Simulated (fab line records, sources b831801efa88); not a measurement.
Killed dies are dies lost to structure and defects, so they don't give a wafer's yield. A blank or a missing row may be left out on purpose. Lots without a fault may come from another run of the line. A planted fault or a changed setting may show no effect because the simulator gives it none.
fab line records | flow gf180mcu
record lots=24 wafers=72 last_day=34
route steps=602 shown V1@361 V2@406 M4@471 V4@491 V5@554
lots that met no fault: from a run of the same line without faults
start_h: hours from the record's first day to the start of the lot's first wafer shown | wait_h: hours since the lot's step before | " the same as in the row above | L1.1+2: a row that stands for several wafers | - no value, or no start given | * or withheld: withheld | < > ~ a bound
route shown NAME@n: a module of which the file shows steps, and the number in the route of the first | usual: mean/standard deviation of fault-free wafers | same: alike in all rows | chamber/n: place in a boat | sites: the reading at each site | _std_site: their standard deviation | _edge_site: outer sites' mean less inner sites' | radius_mm: how far each site lies from the wafer's centre | mask NAME#n: copy n | behind: the tool/chamber that last shaped the wafer | hold: why the lot was held/for how many hours/how that ended | device: the transistor (n, p or np) that didn't switch | end of line: the same wafers' tests at the end of the route | a step without rows: its recipe alone | killed: dies lost to structure and defects at the first sort, not the wafer's yield | map: a wafer's dies, x killed, . not, _ none there
set.NAME: the setting as run; set.NAME@STEP: as run at that earlier step | model.NAME: the simulator's own value behind a step, which no gauge read
steps of the route over a sample of lots; a table a step, a row a wafer
services: from which hour (start_h, from the record's first day; less than 0 if before it) a tool's chamber was out of use, for how many hours, and why
## steps
# step GF_V1_CMP_26
# recipe stop_on=SiO2 down_force_psi=3.5 platen_rpm=60 t_overpolish_s=15 target_thk_nm=0 pad_velocity_m_s=0.94248
# usual motor_current_A=11.0/0.94 overpolish_run_s=15.000/0.01 time_to_endpoint_s=84/3.8
# columns lot.wafer tool chamber start_h wait_h motor_current_A overpolish_run_s time_to_endpoint_s
L074.1 cmp-02 1 413.65 0.1 11.1 14.989 84
L074.4 " 3 " " 13.0 14.983 86
L074.5 " 1 " " 10.8 15.003 82
L075.3 cmp-01 2 421.96 0.1 11.7 15.008 84
L075.1 " 3 " " 12.7 15.003 82
L075.6 " 1 " " 9.4 15.008 82
L076.2 cmp-02 1 431.64 0.1 10.6 15.003 84
L076.3 " 3 " " 12.1 14.995 93
L076.6 " 1 " " 10.7 15.003 85
L077.1 cmp-01 2 445.29 0.1 11.5 15.011 83
L077.2 " 3 " " 12.8 14.993 83
L077.3 " 0 " " 9.9 15.003 81
L078.3 cmp-02 1 453.04 0.1 10.6 14.996 78
L078.1 " 2 " " 11.1 14.991 76
L078.5 " 0 " " 10.8 14.985 85
L079.3 cmp-02 2 462.53 0.1 11.6 14.996 77
L079.2 " 3 " " 12.2 15.009 85
L079.1 " 0 " " 10.4 14.988 83
L080.2 cmp-02 2 473.11 0.4 11.5 15.004 75
L080.4 " 3 " " 12.6 15.004 85
L080.6 " 0 " " 10.3 14.990 85
L081.4 cmp-01 1 483.81 0.0 9.6 14.987 85
L081.1 " 0 " " 10.1 14.991 88
L081.5 " 1 " " 9.9 14.977 86
L082.1 cmp-01 2 492.57 0.1 12.2 14.999 83
L082.4 " 3 " " 11.9 14.990 80
L082.5 " 0 " " 10.1 15.031 81
L083.1 cmp-02 1 504.79 0.1 10.4 15.028 86
L083.6 " 3 " " 12.7 14.997 85
L083.5 " 0 " " 10.4 14.994 85
L084.4 cmp-01 2 514.16 0.2 11.7 15.000 83
L084.3 " 3 " " 11.9 15.000 84
L084.1 " 0 " " 9.9 14.992 85
L085.1 cmp-02 2 515.21 0.1 11.2 15.004 80
L085.2 " 3 " " 12.3 14.986 92
L085.5 " 3 " " 12.3 14.986 91
L086.4 cmp-02 3 525.03 0.0 11.8 15.003 88
L086.1 " 0 " " 10.2 14.993 85
L086.3 " 1 " " 10.8 14.987 76
L087.1 cmp-02 0 534.28 0.1 10.5 15.009 89
L087.3 " 2 " " 10.4 15.004 78
L087.5 " 1 " " 10.1 14.997 82
L088.1 cmp-02 0 544.39 0.1 10.8 14.986 87
L088.2 " 1 " " 10.4 15.005 82
L088.5 " 0 " " 11.0 15.025 87
L089.1 cmp-01 2 549.86 0.1 11.7 15.006 87
L089.2 " 3 " " 12.6 14.991 84
L089.6 " 1 " " 9.9 14.995 88
L090.2 cmp-01 1 555.43 0.0 9.6 14.988 88
L090.4 " 3 " " 12.3 14.985 86
L090.5 " 2 " " 11.9 14.990 89
L091.2 cmp-01 2 561.44 0.1 11.6 15.007 87
L091.5 " 0 " " 10.5 15.010 89
L091.6 " 1 " " 9.6 15.006 89
L092.1 cmp-02 1 567.31 0.1 10.6 15.007 85
L092.2 " 0 " " 10.5 14.994 91
L092.6 " 1 " " 10.5 15.003 85
L093.4 cmp-01 1 578.28 0.0 9.8 15.010 83
L093.1 " 2 " " 11.9 15.000 82
L093.3 " 3 " " 12.4 14.994 82
L094.1 cmp-02 1 586.93 0.1 10.8 15.004 83
L094.4 " 3 " " 12.5 14.988 88
L094.5 " 1 " " 11.0 14.985 81
L095.2 cmp-01 1 591.68 0.0 9.7 15.006 84
L095.5 " 1 " " 9.4 15.012 86
L095.6 " 2 " " 11.1 15.010 82
L096.1 cmp-02 1 596.46 0.1 10.9 14.986 84
L096.2 " 3 " " 12.6 14.983 93
L096.6 " 2 " " 11.0 14.990 84
L097.4 cmp-01 3 605.26 0.1 12.7 15.009 82
L097.3 " 1 " " 9.5 15.005 88
L097.2 " 2 " " 12.0 15.022 85
# step GF_V2_RS_MEAS_24
# recipe thk_meas_gauge=four-point-probe reads=W_of_V2_CVD_23+TiN_of_V2_SPUTTER_22+Ti_of_V2_SPUTTER_21
# usual V2_W_RS=0.325/0.0039
# columns lot.wafer tool chamber start_h wait_h V2_W_RS[ohm/sq]
L074.1 film_metro-03 - 465.10 0.1 0.320
L074.4 " - " " 0.321
L074.5 " - " " 0.319
L075.1 film_metro-04 - 472.23 0.1 0.320
L075.3 " - " " 0.319
L075.6 " - " " 0.317
L076.2 film_metro-01 - 483.67 0.1 0.322
L076.3 " - " " 0.323
L076.6 " - " " 0.324
L077.1 film_metro-04 - 496.36 0.1 0.326
L077.2 " - " " 0.327
L077.3 " - " " 0.329
L078.1 film_metro-01 - 503.58 0.1 0.321
L078.3 " - " " 0.318
L078.5 " - " " 0.322
L079.1 film_metro-01 - 513.63 0.1 0.327
L079.2 " - " " 0.327
L079.3 " - " " 0.322
L080.2 film_metro-04 - 524.07 0.1 0.322
L080.4 " - " " 0.319
L080.6 " - " " 0.322
L081.1 film_metro-01 - 533.38 0.1 0.330
L081.4 " - " " 0.326
L081.5 " - " " 0.329
L082.1 film_metro-03 - 542.13 0.1 0.322
L082.4 " - " " 0.323
L082.5 " - " " 0.318
L083.1 film_metro-01 - 554.90 0.1 0.318
L083.5 " - " " 0.327
L083.6 " - " " 0.322
L084.1 film_metro-03 - 561.91 0.1 0.326
L084.3 " - " " 0.320
L084.4 " - " " 0.327
L085.1 film_metro-01 - 563.27 0.1 0.326
L085.2 " - " " 0.323
L085.5 " - " " 0.329
L086.1 film_metro-03 - 572.77 0.1 0.324
L086.3 " - " " 0.318
L086.4 " - " " 0.324
L087.1 film_metro-01 - 581.98 0.1 0.329
L087.3 " - " " 0.327
L087.5 " - " " 0.325
L088.1 film_metro-01 - 591.01 0.1 0.325
L088.2 " - " " 0.335
L088.5 " - " " 0.328
L089.1 film_metro-01 - 597.83 0.1 0.331
L089.2 " - " " 0.322
L089.6 " - " " 0.321
L090.2 film_metro-03 - 602.23 0.1 0.319
L090.4 " - " " 0.323
L090.5 " - " " 0.324
L091.2 film_metro-01 - 606.52 0.1 0.326
L091.5 " - " " 0.326
L091.6 " - " " 0.331
L092.1 film_metro-04 - 612.71 0.1 0.329
L092.2 " - " " 0.323
L092.6 " - " " 0.327
L093.1 film_metro-01 - 623.10 0.2 0.324
L093.3 " - " " 0.323
L093.4 " - " " 0.328
L094.1 film_metro-01 - 631.23 0.1 0.330
L094.4 " - " " 0.330
L094.5 " - " " 0.321
L095.2 film_metro-04 - 636.04 0.1 0.327
L095.5 " - " " 0.321
L095.6 " - " " 0.324
L096.1 film_metro-01 - 640.17 0.1 0.322
L096.2 " - " " 0.329
L096.6 " - " " 0.329
L097.2 film_metro-01 - 648.12 0.1 0.324
L097.3 " - " " 0.327
L097.4 " - " " 0.331
# step GF_M4_OVL_MEAS_15
# usual M4_OVL=2/4.5
# columns lot.wafer tool chamber start_h wait_h M4_OVL[nm]
L074.1 overlay-02 - 539.78 0.1 -1
L074.4 " - " " 0
L074.5 " - " " 1
L075.1 overlay-01 - 545.87 0.1 5
L075.3 " - " " 0
L075.6 " - " " 6
L076.2 overlay-02 - 556.37 0.1 -1
L076.3 " - " " -2
L076.6 " - " " -5
L077.1 overlay-02 - 569.21 0.1 6
L077.2 " - " " 1
L077.3 " - " " 7
L078.1 overlay-02 - 575.36 0.1 -3
L078.3 " - " " 0
L078.5 " - " " 3
L079.1 overlay-01 - 584.37 0.1 0
L079.2 " - " " -4
L079.3 " - " " 6
L080.2 overlay-02 - 594.67 0.1 -3
L080.4 " - " " 2
L080.6 " - " " -7
L081.1 overlay-01 - 602.63 0.1 4
L081.4 " - " " -3
L081.5 " - " " 6
L082.1 overlay-01 - 610.87 0.1 6
L082.4 " - " " 2
L082.5 " - " " 0
L083.1 overlay-02 - 622.86 0.1 3
L083.5 " - " " 3
L083.6 " - " " -8
L084.1 overlay-02 - 628.27 0.1 1
L084.3 " - " " 7
L084.4 " - " " 2
L085.1 overlay-01 - 629.97 0.1 1
L085.2 " - " " 9
L085.5 " - " " 6
L086.1 overlay-01 - 639.37 0.1 -5
L086.3 " - " " 3
L086.4 " - " " -5
L087.1 overlay-02 - 647.57 0.1 -6
L087.3 " - " " -1
L087.5 " - " " -3
L088.1 overlay-02 - 656.98 0.1 -1
L088.2 " - " " 4
L088.5 " - " " 2
L089.1 overlay-01 - 662.13 0.1 1
L089.2 " - " " 4
L089.6 " - " " 7
L090.2 overlay-01 - 666.42 0.1 1
L090.4 " - " " -3
L090.5 " - " " -4
L091.2 overlay-02 - 670.44 0.1 -1
L091.5 " - " " 9
L091.6 " - " " 3
L092.1 overlay-02 - 675.87 0.1 5
L092.2 " - " " 7
L092.6 " - " " 7
L093.1 overlay-02 - 686.53 0.1 3
L093.3 " - " " 1
L093.4 " - " " -4
L094.1 overlay-02 - 693.21 0.1 8
L094.4 " - " " -2
L094.5 " - " " 3
L095.2 overlay-01 - 696.82 0.1 8
L095.5 " - " " 7
L095.6 " - " " 8
L096.1 overlay-01 - 701.83 0.1 2
L096.2 " - " " 0
L096.6 " - " " 4
L097.2 overlay-01 - 709.87 0.1 1
L097.3 " - " " 5
L097.4 " - " " 0
# step GF_V4_OVL_MEAS_15
# usual V4_OVL=-2/5.5
# columns lot.wafer tool chamber start_h wait_h V4_OVL[nm]
L074.1 overlay-02 - 563.46 0.1 -2
L074.4 " - " " 5
L074.5 " - " " 0
L075.1 overlay-01 - 569.69 0.1 -10
L075.3 " - " " -7
L075.6 " - " " -7
L076.2 overlay-01 - 579.72 0.1 -2
L076.3 " - " " 3
L076.6 " - " " -5
L077.1 overlay-01 - 592.06 0.1 -5
L077.2 " - " " 1
L077.3 " - " " -9
L078.1 overlay-02 - 598.29 0.1 -14
L078.3 " - " " -9
L078.5 " - " " -7
L079.1 overlay-01 - 606.72 0.1 11
L079.2 " - " " 0
L079.3 " - " " 8
L080.2 overlay-01 - 616.79 0.1 -1
L080.4 " - " " 2
L080.6 " - " " 0
L081.1 overlay-02 - 624.56 0.1 1
L081.4 " - " " -6
L081.5 " - " " -4
L082.1 overlay-02 - 632.52 0.1 4
L082.4 " - " " 0
L082.5 " - " " 0
L083.1 overlay-01 - 644.37 0.1 -1
L083.5 " - " " -9
L083.6 " - " " -4
L084.1 overlay-02 - 649.77 0.1 -1
L084.3 " - " " -1
L084.4 " - " " -10
L085.1 overlay-01 - 651.46 0.1 -2
L085.2 " - " " -1
L085.5 " - " " -2
L086.1 overlay-01 - 660.42 0.1 10
L086.3 " - " " 9
L086.4 " - " " 2
L087.1 overlay-01 - 668.54 0.1 0
L087.3 " - " " 1
L087.5 " - " " 1
L088.1 overlay-01 - 677.71 0.1 -2
L088.2 " - " " -8
L088.5 " - " " -2
L089.1 overlay-02 - 682.51 0.1 2
L089.2 " - " " -10
L089.6 " - " " -10
L090.2 overlay-01 - 687.19 0.1 -1
L090.4 " - " " -1
L090.5 " - " " -2
L091.2 overlay-01 - 691.04 0.1 4
L091.5 " - " " 5
L091.6 " - " " 4
L092.1 overlay-01 - 696.07 0.1 6
L092.2 " - " " 3
L092.6 " - " " 3
L093.1 overlay-02 - 706.44 0.1 13
L093.3 " - " " 4
L093.4 " - " " 3
L094.1 overlay-02 - 713.14 0.1 -2
L094.4 " - " " -2
L094.5 " - " " 1
L095.2 overlay-01 - 716.47 0.1 4
L095.5 " - " " 0
L095.6 " - " " 5
L096.1 overlay-01 - 721.09 0.1 -5
L096.2 " - " " -4
L096.6 " - " " -5
L097.2 overlay-02 - 729.52 0.1 0
L097.3 " - " " -7
L097.4 " - " " -9
# step GF_V4_ETCH_16
# recipe chemistry=N2/H2 target_depth_a=withheld overetch_a=withheld time_s=withheld target=BARC ion_energy_ev=200 source_w=500 bias_w=100 pressure_mtorr=30 n2_flow_sccm=100 h2_flow_sccm=200
# usual drypump_motor_current_A=5.7/0.44 oes_product_au=0.855/0.0047 throttle_valve_pct=13.226/0.0086
# columns lot.wafer tool chamber start_h wait_h drypump_motor_current_A oes_product_au throttle_valve_pct
L074.1 rie_diel-03 3 563.50 0.0 4.8 0.856 13.231
L074.4 " 1 " " 5.8 0.855 13.236
L074.5 " 3 " " 4.8 0.858 13.215
L075.1 rie_diel-02 2 569.72 0.0 5.8 0.857 13.232
L075.3 " 0 " " 6.6 0.859 13.230
L075.6 " 1 " " 5.2 0.855 13.219
L076.2 rie_diel-03 0 579.75 0.0 5.7 0.853 13.226
L076.3 " 3 " " 4.8 0.855 13.237
L076.6 " 1 " " 5.8 0.853 13.229
L077.1 rie_diel-01 1 592.10 0.0 5.7 0.851 13.218
L077.2 " 2 " " 6.3 0.852 13.230
L077.3 " 0 " " 5.7 0.852 13.234
L078.1 rie_diel-01 3 598.32 0.0 5.8 0.857 13.229
L078.3 " 2 " " 6.3 0.859 13.231
L078.5 " 3 " " 5.7 0.851 13.242
L079.1 rie_diel-03 2 606.75 0.0 5.4 0.854 13.246
L079.2 " 0 " " 5.7 0.863 13.222
L079.3 " 1 " " 5.8 0.859 13.232
L080.2 rie_diel-01 1 616.82 0.0 5.7 0.858 13.240
L080.4 " 3 " " 5.7 0.848 13.220
L080.6 " 0 " " 5.7 0.862 13.225
L081.1 rie_diel-03 1 624.60 0.0 5.8 0.858 13.237
L081.4 " 2 " " 5.4 0.862 13.222
L081.5 " 2 " " 5.4 0.849 13.231
L082.1 rie_diel-01 0 632.55 0.0 5.7 0.855 13.219
L082.4 " 3 " " 5.7 0.853 13.223
L082.5 " 2 " " 6.3 0.854 13.219
L083.1 rie_diel-03 3 644.40 0.0 4.8 0.859 13.215
L083.5 " 0 " " 5.7 0.856 13.228
L083.6 " 3 " " 4.8 0.865 13.219
L084.1 rie_diel-01 1 649.80 0.0 5.7 0.867 13.231
L084.3 " 3 " " 5.8 0.851 13.221
L084.4 " 2 " " 6.3 0.850 13.219
L085.1 rie_diel-03 3 651.50 0.0 4.8 0.852 13.241
L085.2 " 0 " " 5.7 0.851 13.213
L085.5 " 3 " " 4.8 0.852 13.219
L086.1 rie_diel-01 1 660.45 0.0 5.7 0.857 13.230
L086.3 " 2 " " 6.3 0.854 13.239
L086.4 " 1 " " 5.7 0.849 13.241
L087.1 rie_diel-02 1 668.57 0.0 5.2 0.849 13.229
L087.3 " 0 " " 6.6 0.849 13.221
L087.5 " 1 " " 5.2 0.858 13.220
L088.1 rie_diel-02 3 677.75 0.0 5.1 0.855 13.228
L088.2 " 1 " " 5.2 0.853 13.233
L088.5 " 2 " " 5.8 0.849 13.225
L089.1 rie_diel-01 3 682.55 0.0 5.7 0.848 13.219
L089.2 " 0 " " 5.7 0.850 13.221
L089.6 " 1 " " 5.7 0.862 13.227
L090.2 rie_diel-01 0 687.22 0.0 5.7 0.856 13.244
L090.4 " 3 " " 5.8 0.854 13.216
L090.5 " 3 " " 5.8 0.850 13.217
L091.2 rie_diel-03 2 691.07 0.0 5.4 0.853 13.233
L091.5 " 2 " " 5.4 0.853 13.197
L091.6 " 0 " " 5.7 0.858 13.230
L092.1 rie_diel-02 2 696.10 0.0 5.9 0.862 13.232
L092.2 " 3 " " 5.1 0.854 13.236
L092.6 " 3 " " 5.1 0.854 13.213
L093.1 rie_diel-01 0 706.47 0.0 5.7 0.852 13.226
L093.3 " 3 " " 5.8 0.851 13.218
L093.4 " 3 " " 5.8 0.852 13.209
L094.1 rie_diel-01 3 713.17 0.0 5.8 0.866 13.212
L094.4 " 0 " " 5.7 0.838 13.222
L094.5 " 1 " " 5.7 0.856 13.222
L095.2 rie_diel-02 3 716.50 0.0 5.1 0.858 13.225
L095.5 " 0 " " 6.6 0.857 13.242
L095.6 " 1 " " 5.2 0.855 13.228
L096.1 rie_diel-03 2 721.12 0.0 5.4 0.853 13.235
L096.2 " 3 " " 4.8 0.856 13.228
L096.6 " 2 " " 5.4 0.852 13.235
L097.2 rie_diel-01 1 729.55 0.0 5.7 0.861 13.221
L097.3 " 3 " " 5.8 0.853 13.220
L097.4 " 0 " " 5.7 0.852 13.224
# step GF_V5_CD_MEAS_14
# recipe target_cd_nm=260
# usual cd_nm=259.9/1.1
# columns lot.wafer tool chamber start_h wait_h cd_nm
L074.1 cd_sem-01 - 631.19 0.1 259.4
L074.4 " - " " 259.5
L074.5 " - " " 259.5
L075.1 cd_sem-02 - 636.39 0.1 260.0
L075.3 " - " " 259.6
L075.6 " - " " 260.4
L076.2 cd_sem-02 - 646.06 0.1 259.5
L076.3 " - " " 258.4
L076.6 " - " " 258.9
L077.1 cd_sem-01 - 656.80 0.1 261.0
L077.2 " - " " 260.2
L077.3 " - " " 260.6
L078.1 cd_sem-01 - 662.14 0.1 259.2
L078.3 " - " " 259.6
L078.5 " - " " 259.2
L079.1 cd_sem-01 - 670.60 0.1 261.3
L079.2 " - " " 263.5
L079.3 " - " " 262.6
L080.2 cd_sem-02 - 679.31 0.1 260.7
L080.4 " - " " 261.0
L080.6 " - " " 260.2
L081.1 cd_sem-01 - 686.71 0.1 260.0
L081.4 " - " " 259.4
L081.5 " - " " 259.7
L082.1 cd_sem-02 - 693.45 0.1 260.4
L082.4 " - " " 261.4
L082.5 " - " " 260.4
L083.1 cd_sem-01 - 705.19 0.1 260.4
L083.5 " - " " 259.8
L083.6 " - " " 260.4
L084.1 cd_sem-02 - 710.09 0.1 259.9
L084.3 " - " " 259.9
L084.4 " - " " 258.8
L085.1 cd_sem-01 - 711.51 0.1 257.4
L085.2 " - " " 258.8
L085.5 " - " " 258.0
L086.1 cd_sem-02 - 719.85 0.1 259.2
L086.3 " - " " 260.9
L086.4 " - " " 258.9
L087.1 cd_sem-02 - 727.19 0.1 261.0
L087.3 " - " " 260.3
L087.5 " - " " 259.7
L088.1 cd_sem-01 - 736.52 0.1 260.3
L088.2 " - " " 259.2
L088.5 " - " " 259.5
L089.1 cd_sem-02 - 740.70 0.1 257.1
L089.2 " - " " 258.8
L089.6 " - " " 260.2
L090.2 cd_sem-01 - 745.03 0.1 258.5
L090.4 " - " " 259.8
L090.5 " - " " 260.8
L091.2 cd_sem-02 - 748.12 0.1 259.3
L091.5 " - " " 258.4
L091.6 " - " " 259.1
L092.1 cd_sem-02 - 752.69 0.1 261.1
L092.2 " - " " 260.5
L092.6 " - " " 260.9
L093.1 cd_sem-02 - 761.59 0.1 259.0
L093.3 " - " " 259.0
L093.4 " - " " 258.0
L094.1 cd_sem-02 - 767.55 0.1 260.7
L094.4 " - " " 259.4
L094.5 " - " " 259.1
L095.2 cd_sem-02 - 769.81 0.1 259.3
L095.5 " - " " 258.0
L095.6 " - " " 259.2
L096.1 cd_sem-01 - 776.09 0.1 261.0
L096.2 " - " " 260.6
L096.6 " - " " 261.8
L097.2 cd_sem-02 - 782.33 0.1 260.4
L097.3 " - " " 259.5
L097.4 " - " " 260.8
## services
# columns tool chamber start_h hours kind
cmp-02 - 404.00 4.0 pm
cmp-01 - 423.71 2.8 repair
cmp-01 - 426.53 6.1 pm
cmp-01 - 459.43 15.1 pm
rie_diel-03 3 465.67 10.1 repair
rie_diel-01 3 471.98 7.8 repair
cmp-01 - 498.85 0.6 repair
rie_diel-01 - 506.97 2.8 pm
cmp-01 - 528.63 7.4 repair
rie_diel-03 - 552.57 0.5 repair
cmp-01 - 572.00 4.0 pm
cmp-02 - 604.47 3.7 repair
rie_diel-03 0 634.06 6.9 repair
cmp-02 - 638.28 1.7 repair
rie_diel-03 2 645.92 9.6 repair
rie_diel-03 1 650.31 44.3 repair
cmp-02 - 655.36 0.5 repair
rie_diel-01 0 656.51 10.5 repair
cmp-02 - 664.78 1.2 repair
cmp-02 - 667.53 11.3 pm
rie_diel-03 2 676.60 5.9 repair
cmp-02 - 684.60 0.7 repair
rie_diel-03 - 710.36 0.2 repair
cmp-01 - 716.68 0.3 repair
## key
fault none
